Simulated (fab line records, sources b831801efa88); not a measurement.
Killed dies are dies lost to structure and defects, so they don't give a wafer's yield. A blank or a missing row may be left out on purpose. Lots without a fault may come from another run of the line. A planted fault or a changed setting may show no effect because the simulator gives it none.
Chamber matching | flow gf180mcu | GF_CONTACT_CMP_04 on cmp-01: 4 sister chambers
The step polishes SiO2. 7 wafers are shown with their chamber, then 9 later ones without.

WAFERS WITH THEIR CHAMBER
wafer  | chamber | motor_current_A (A) | time_to_endpoint_s (s)
L656.2 | 3       | 12.9                | 114
L658.2 | 2       | 11.3                | 112
L658.3 | 1       | 12.6                | 108
L658.5 | 2       | 13.1                | 112
L660.3 | 1       | 12.2                | 110
L660.5 | 3       | 12.9                | 124
L660.6 | 0       | 11.3                | 110

WAFERS WITHOUT THEIR CHAMBER
wafer  | motor_current_A (A) | time_to_endpoint_s (s)
L664.1 | 11.9                | 110
L664.3 | 12.5                | 108
L664.5 | 12.2                | 116
L669.2 | 12.0                | 110
L669.5 | 12.1                | 120
L669.6 | 12.7                | 123
L672.1 | 11.6                | 112
L672.6 | 11.4                | 115
L673.6 | 12.9                | 121

WHICH CHAMBER EACH WENT THROUGH
wafer  | from the rows above               | in truth
L664.1 | can't be placed: 2 or 1 or 0 or 3 | 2
L664.3 | can't be placed: 1 or 2 or 0      | 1
L664.5 | can't be placed: 2 or 3 or 1 or 0 | 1
L669.2 | can't be placed: 2 or 1 or 0 or 3 | 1
L669.5 | can't be placed: 3 or 2 or 0 or 1 | 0
L669.6 | can't be placed: 3 or 2           | 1
L672.1 | can't be placed: 0 or 2 or 1 or 3 | 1
L672.6 | can't be placed: 0 or 2 or 1 or 3 | 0
L673.6 | can't be placed: 3 or 2           | 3
Placed correctly: 0 of 9. Can't be placed from these rows: 9 (the true chamber is among the candidates in 8). Placed wrongly: 0.
How it was worked out, from the rows above alone: a wafer's distance from a chamber is the root of the sum, over the readings, of the square of ((its reading less the chamber's mean) divided by the reading's scatter). The wafer belongs to the nearest chamber; if the next one is less than 2 further off, it can't be placed. A chamber's mean is the mean of its shown wafers. The scatter: the root of (the sum of the squares of (reading less its chamber's mean) over the shown wafers, divided by (wafers less chambers)).
